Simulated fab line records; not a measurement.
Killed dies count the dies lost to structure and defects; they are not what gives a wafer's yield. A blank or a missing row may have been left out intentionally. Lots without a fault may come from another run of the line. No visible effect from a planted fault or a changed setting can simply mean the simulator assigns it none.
Which tool is to blame? || flow sky130 || Sampling: 10 lots, 30 wafers, 7 of 708 route steps

## WHAT THE GAUGES SHOWED, per wafer
SKY_VIA2_CD_MEAS_12: the cd target is 200 nm.
{"lot": "L851", "measured": "day 34 07:19", "on": "cd sem-01", "cd nm (nm)": "197.5 197.8 197.1"}
{"lot": "L854", "measured": "day 34 21:41", "on": "cd sem-02", "cd nm (nm)": "198.2 198.6 198.3"}
{"lot": "L856", "measured": "day 35 07:52", "on": "cd sem-02", "cd nm (nm)": "199.6 199.6 199.2"}
{"lot": "L857", "measured": "day 35 23:08", "on": "cd sem-02", "cd nm (nm)": "201.9 201.1 200.6"}
{"lot": "L863", "measured": "day 37 10:07", "on": "cd sem-01", "cd nm (nm)": "199.6 199.3 199.2"}
{"lot": "L866", "measured": "day 38 09:07", "on": "cd sem-02", "cd nm (nm)": "201.1 201.9 203.2"}
{"lot": "L867", "measured": "day 38 17:22", "on": "cd sem-02", "cd nm (nm)": "197.7 198.7 198.7"}
{"lot": "L870", "measured": "day 45 16:16", "on": "cd sem-02", "cd nm (nm)": "200.8 201.1 200.8"}
{"lot": "L869", "measured": "day 45 20:14", "on": "cd sem-02", "cd nm (nm)": "197.3 198.1 196.9"}
{"lot": "L873", "measured": "day 45 23:47", "on": "cd sem-01", "cd nm (nm)": "201.9 202.7 201.9"}

SKY_VIA2_RS_MEAS_22: uses a four-point probe to measure.
{"lot": "L851", "measured": "day 34 08:21", "on": "film metro-04", "VIA2_W_RS (ohm/sq)": "0.262 0.266 0.264"}
{"lot": "L854", "measured": "day 34 22:44", "on": "film metro-04", "VIA2_W_RS (ohm/sq)": "0.271 0.268 0.266"}
{"lot": "L856", "measured": "day 35 08:54", "on": "film metro-03", "VIA2_W_RS (ohm/sq)": "0.273 0.264 0.270"}
{"lot": "L857", "measured": "day 36 00:13", "on": "film metro-03", "VIA2_W_RS (ohm/sq)": "0.480 0.485 0.482"}
{"lot": "L863", "measured": "day 37 11:09", "on": "film metro-03", "VIA2_W_RS (ohm/sq)": "0.270 0.270 0.263"}
{"lot": "L866", "measured": "day 38 10:10", "on": "film metro-04", "VIA2_W_RS (ohm/sq)": "0.274 0.271 0.267"}
{"lot": "L867", "measured": "day 38 18:25", "on": "film metro-03", "VIA2_W_RS (ohm/sq)": "0.270 0.275 0.277"}
{"lot": "L870", "measured": "day 45 17:20", "on": "film metro-03", "VIA2_W_RS (ohm/sq)": "0.272 0.269 0.274"}
{"lot": "L869", "measured": "day 45 21:31", "on": "film metro-03", "VIA2_W_RS (ohm/sq)": "0.268 0.267 0.270"}
{"lot": "L873", "measured": "day 46 00:50", "on": "film metro-03", "VIA2_W_RS (ohm/sq)": "0.274 0.271 0.271"}

SKY_VIA2_THK_MEAS_23: measures by xrf.
{"lot": "L851", "measured": "day 34 08:28", "on": "film metro-04", "VIA2_W_THK (nm)": "419 414 418"}
{"lot": "L854", "measured": "day 34 22:50", "on": "film metro-04", "VIA2_W_THK (nm)": "408 412 413"}
{"lot": "L856", "measured": "day 35 09:01", "on": "film metro-03", "VIA2_W_THK (nm)": "406 415 405"}
{"lot": "L857", "measured": "day 36 00:19", "on": "film metro-03", "VIA2_W_THK (nm)": "234 233 235"}
{"lot": "L863", "measured": "day 37 11:16", "on": "film metro-03", "VIA2_W_THK (nm)": "409 410 421"}
{"lot": "L866", "measured": "day 38 10:17", "on": "film metro-04", "VIA2_W_THK (nm)": "405 408 412"}
{"lot": "L867", "measured": "day 38 18:32", "on": "film metro-03", "VIA2_W_THK (nm)": "406 399 399"}
{"lot": "L870", "measured": "day 45 17:27", "on": "film metro-03", "VIA2_W_THK (nm)": "403 407 400"}
{"lot": "L869", "measured": "day 45 21:38", "on": "film metro-03", "VIA2_W_THK (nm)": "407 409 404"}
{"lot": "L873", "measured": "day 46 00:56", "on": "film metro-03", "VIA2_W_THK (nm)": "398 402 398"}

SKY_CAPM_THK_MEAS_01.
{"lot": "L851", "measured": "day 34 09:01", "on": "film metro-01", "CAPM_CVD_00_THK (nm)": "15.50 15.54 15.60"}
{"lot": "L854", "measured": "day 34 23:22", "on": "film metro-03", "CAPM_CVD_00_THK (nm)": "15.44 15.90 15.49"}
{"lot": "L856", "measured": "day 35 09:34", "on": "film metro-02", "CAPM_CVD_00_THK (nm)": "15.53 15.08 15.94"}
{"lot": "L857", "measured": "day 36 00:51", "on": "film metro-03", "CAPM_CVD_00_THK (nm)": "15.48 15.67 15.43"}
{"lot": "L863", "measured": "day 37 11:49", "on": "film metro-02", "CAPM_CVD_00_THK (nm)": "15.29 15.31 15.51"}
{"lot": "L866", "measured": "day 38 10:50", "on": "film metro-01", "CAPM_CVD_00_THK (nm)": "15.23 15.69 15.60"}
{"lot": "L867", "measured": "day 38 19:04", "on": "film metro-03", "CAPM_CVD_00_THK (nm)": "15.38 15.48 15.64"}
{"lot": "L870", "measured": "day 45 17:59", "on": "film metro-01", "CAPM_CVD_00_THK (nm)": "15.36 15.57 15.83"}
{"lot": "L869", "measured": "day 45 22:17", "on": "film metro-02", "CAPM_CVD_00_THK (nm)": "15.29 15.63 15.47"}
{"lot": "L873", "measured": "day 46 01:29", "on": "film metro-01", "CAPM_CVD_00_THK (nm)": "15.34 15.61 15.49"}

## WHAT TOOL EACH LOT RAN ON (gives the tool, then ch and the chambers of the sampled wafers, and finally the start)
{"lot": "L851", "SKY_VIA2_CMP_02": "cmp-02 ch 0,2,3, day 33 04:28", "SKY_VIA2_CVD_21": "cvd w-01 ch 0,1, day 34 08:13", "SKY_VIA2_CMP_24": "cmp-01 ch 0,2,3, day 34 08:38"}
{"lot": "L854", "SKY_VIA2_CMP_02": "cmp-02 ch 0,2, day 33 19:08", "SKY_VIA2_CVD_21": "cvd w-02 ch 0,1, day 34 22:35", "SKY_VIA2_CMP_24": "cmp-02 ch 0,1,3, day 34 22:53"}
{"lot": "L856", "SKY_VIA2_CMP_02": "cmp-01 ch 1,2, day 34 04:32", "SKY_VIA2_CVD_21": "cvd w-01 ch 0,1, day 35 08:46", "SKY_VIA2_CMP_24": "cmp-01 ch 1,3, day 35 09:08"}
{"lot": "L857", "SKY_VIA2_CMP_02": "cmp-01 ch 0,2,3, day 34 19:26", "SKY_VIA2_CVD_21": "cvd w-02 ch 1, day 36 00:04", "SKY_VIA2_CMP_24": "cmp-02 ch 0,2,3, day 36 00:28"}
{"lot": "L863", "SKY_VIA2_CMP_02": "cmp-01 ch 1,2,3, day 36 07:49", "SKY_VIA2_CVD_21": "cvd w-01 ch 0,1, day 37 11:01", "SKY_VIA2_CMP_24": "cmp-02 ch 0,1,2, day 37 11:20"}
{"lot": "L866", "SKY_VIA2_CMP_02": "cmp-02 ch 0,1,3, day 37 05:50", "SKY_VIA2_CVD_21": "cvd w-01 ch 0,1, day 38 10:02", "SKY_VIA2_CMP_24": "cmp-01 ch 0,1,2, day 38 10:27"}
{"lot": "L867", "SKY_VIA2_CMP_02": "cmp-02 ch 1,3, day 37 13:55", "SKY_VIA2_CVD_21": "cvd w-02 ch 0,1, day 38 18:17", "SKY_VIA2_CMP_24": "cmp-01 ch 1,2,3, day 38 18:41"}
{"lot": "L870", "SKY_VIA2_CMP_02": "cmp-01 ch 0,1,3, day 44 19:47", "SKY_VIA2_CVD_21": "cvd w-01 ch 0,1, day 45 17:11", "SKY_VIA2_CMP_24": "cmp-02 ch 0,2,3, day 45 17:33"}
{"lot": "L869", "SKY_VIA2_CMP_02": "cmp-01 ch 0,2, day 45 00:28", "SKY_VIA2_CVD_21": "cvd w-01 ch 0,1, day 45 21:22", "SKY_VIA2_CMP_24": "cmp-01 ch 1,2,3, day 45 21:51"}
{"lot": "L873", "SKY_VIA2_CMP_02": "cmp-02 ch 0,2, day 45 03:43", "SKY_VIA2_CVD_21": "cvd w-02 ch 0, day 46 00:41", "SKY_VIA2_CMP_24": "cmp-01 ch 0,2, day 46 00:59"}
- SKY_VIA2_CMP_02: polishes SiO2.
- SKY_VIA2_CVD_21: deposits W, target thk 420 nm, time 126.4 s.
- SKY_VIA2_CMP_24: polishes, stops on SiO2, t overpolish 20 s, target thk 0 nm.

## WHAT THE TOOLS THEMSELVES READ (means of the sampled wafers that have a number; where no wafer has one, the mark that the record gives instead)
SKY_VIA2_CMP_02.
{"lot": "L851", "tool": "cmp-02", "edge zone pressure frac": 1.002, "motor current A (A)": 12.2}
{"lot": "L854", "tool": "cmp-02", "edge zone pressure frac": 1.008, "motor current A (A)": 12.2}
{"lot": "L856", "tool": "cmp-01", "edge zone pressure frac": 1.000, "motor current A (A)": 12.0}
{"lot": "L857", "tool": "cmp-01", "edge zone pressure frac": 1.001, "motor current A (A)": 11.5}
{"lot": "L863", "tool": "cmp-01", "edge zone pressure frac": 1.000, "motor current A (A)": 12.1}
{"lot": "L866", "tool": "cmp-02", "edge zone pressure frac": 0.997, "motor current A (A)": 11.5}
{"lot": "L867", "tool": "cmp-02", "edge zone pressure frac": 1.001, "motor current A (A)": 11.5}
{"lot": "L870", "tool": "cmp-01", "edge zone pressure frac": 1.001, "motor current A (A)": 11.5}
{"lot": "L869", "tool": "cmp-01", "edge zone pressure frac": 0.997, "motor current A (A)": 10.8}
{"lot": "L873", "tool": "cmp-02", "edge zone pressure frac": 0.999, "motor current A (A)": 13.0}

SKY_VIA2_CVD_21.
{"lot": "L851", "tool": "cvd w-01", "heater power w (W)": 833, "susceptor temp C (C)": 399.99}
{"lot": "L854", "tool": "cvd w-02", "heater power w (W)": 835, "susceptor temp C (C)": 399.77}
{"lot": "L856", "tool": "cvd w-01", "heater power w (W)": 850, "susceptor temp C (C)": 400.02}
{"lot": "L857", "tool": "cvd w-02", "heater power w (W)": 880, "susceptor temp C (C)": 400.13}
{"lot": "L863", "tool": "cvd w-01", "heater power w (W)": 839, "susceptor temp C (C)": 400.38}
{"lot": "L866", "tool": "cvd w-01", "heater power w (W)": 846, "susceptor temp C (C)": 399.62}
{"lot": "L867", "tool": "cvd w-02", "heater power w (W)": 833, "susceptor temp C (C)": 399.80}
{"lot": "L870", "tool": "cvd w-01", "heater power w (W)": 823, "susceptor temp C (C)": 400.23}
{"lot": "L869", "tool": "cvd w-01", "heater power w (W)": 785, "susceptor temp C (C)": 399.92}
{"lot": "L873", "tool": "cvd w-02", "heater power w (W)": 802, "susceptor temp C (C)": 400.17}

SKY_VIA2_CMP_24.
{"lot": "L851", "tool": "cmp-01", "edge zone pressure frac": 1.001, "motor current A (A)": 10.4, "time to endpoint s (s)": 107}
{"lot": "L854", "tool": "cmp-02", "edge zone pressure frac": 0.998, "motor current A (A)": 10.5, "time to endpoint s (s)": 100}
{"lot": "L856", "tool": "cmp-01", "edge zone pressure frac": 0.998, "motor current A (A)": 11.5, "time to endpoint s (s)": 100}
{"lot": "L857", "tool": "cmp-02", "edge zone pressure frac": 1.004, "motor current A (A)": 11.1, "time to endpoint s (s)": 59}
{"lot": "L863", "tool": "cmp-02", "edge zone pressure frac": 1.001, "motor current A (A)": 11.0, "time to endpoint s (s)": 102}
{"lot": "L866", "tool": "cmp-01", "edge zone pressure frac": 0.997, "motor current A (A)": 10.4, "time to endpoint s (s)": 105}
{"lot": "L867", "tool": "cmp-01", "edge zone pressure frac": 1.008, "motor current A (A)": 10.8, "time to endpoint s (s)": 104}
{"lot": "L870", "tool": "cmp-02", "edge zone pressure frac": 1.001, "motor current A (A)": 11.2, "time to endpoint s (s)": 101}
{"lot": "L869", "tool": "cmp-01", "edge zone pressure frac": 1.002, "motor current A (A)": 10.9, "time to endpoint s (s)": 104}
{"lot": "L873", "tool": "cmp-01", "edge zone pressure frac": 1.007, "motor current A (A)": 9.9, "time to endpoint s (s)": 106}

## THE ANSWER, worked out from the rows above alone
Rule: usual is defined by the lots themselves. The widest of any qualifying gaps counts: lots, ordered by their means at a reading, are off when they make up no more than a third of the lots, leave a main group of 4 or more, and stand apart from it by 3 or more times the standard deviation of that group's means. If all means in a main group match to the digits the tables above print for the reading, that group is not used. A lot without any number at a reading at which 4 lots or more have one is off too. Where the step has rows for the other lots, those lots are counted as sound. First the gauges in route order, then the tools' own readings, where a lot's mean is used as printed above. The first step at which some lot is off is used, and at that step the reading that is off furthest; a lot without a number counts as furthest.
Off: L857, seen at SKY_VIA2_RS_MEAS_22 (VIA2_W_RS). The main group has a mean of 0.270 ohm/sq with a standard deviation of 0.0028.
A tool fits if, at a process step before that reading, it ran every lot that is off, and no sound lot after the first of them. Not tried: the gauges at SKY_VIA2_RS_MEAS_22; whatever is off there is also off at SKY_VIA2_CMP_24, on other tools, and gauge error can't account for it. Of those tried, none fits.

## WHAT THE SIMULATOR PUT IN
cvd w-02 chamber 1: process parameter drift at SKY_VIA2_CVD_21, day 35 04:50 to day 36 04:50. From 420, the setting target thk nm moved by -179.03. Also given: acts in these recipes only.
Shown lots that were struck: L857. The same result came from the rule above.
